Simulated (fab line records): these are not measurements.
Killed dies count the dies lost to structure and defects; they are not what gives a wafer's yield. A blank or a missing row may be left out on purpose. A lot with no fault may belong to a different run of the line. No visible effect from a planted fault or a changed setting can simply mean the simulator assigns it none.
Matching of chambers    flow gf180mcu    cmp-02 running GF_V5_CMP_04: 4 sister chambers
The step polishes SiO2. 7 wafers are shown with their chamber, then 8 later ones without.

WAFERS PAIRED WITH THEIR CHAMBERS
wafer   chamber  motor_current_A (A)
L216.2  3        10.7
L216.6  3        11.2
L220.6  0        11.0
L223.1  2        12.1
L223.3  0        11.3
L223.6  1        10.9
L225.1  1        11.3

WAFERS WHOSE CHAMBER IS MISSING
wafer   motor_current_A (A)
L225.2  12.6
L225.3  12.4
L231.3  11.0
L231.4  10.5
L231.5  11.9
L236.2  12.8
L236.5  11.4
L236.6  10.7

WHICH CHAMBER EACH ONE RAN IN
wafer    from the rows above                 in truth
L225.2   2                                   2
L225.3   2                                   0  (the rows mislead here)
L231.3   can't be placed: 3 or 1 or 0        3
L231.4   can't be placed: 3 or 1 or 0        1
L231.5   can't be placed: 2 or 0             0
L236.2   2                                   2
L236.5   can't be placed: 0 or 1 or 3 or 2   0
L236.6   can't be placed: 3 or 1 or 0        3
Correctly placed: 2 of 8. Unplaceable from these rows: 5, with the true chamber sitting among the candidates in 5. Number placed wrongly: 1.
How it was worked out, from the rows above alone: a wafer's distance from a chamber is the root of the sum, over the readings, of the square of ((its reading less the chamber's mean) divided by the reading's scatter). The wafer belongs to the nearest chamber; if the next one is less than 2 further off, it can't be placed. For every chamber, the mean is computed from those of its wafers that are shown. The scatter is the square root of a quotient: the sum, over the shown wafers, of each reading's squared deviation from its chamber's mean, divided by wafers minus chambers.
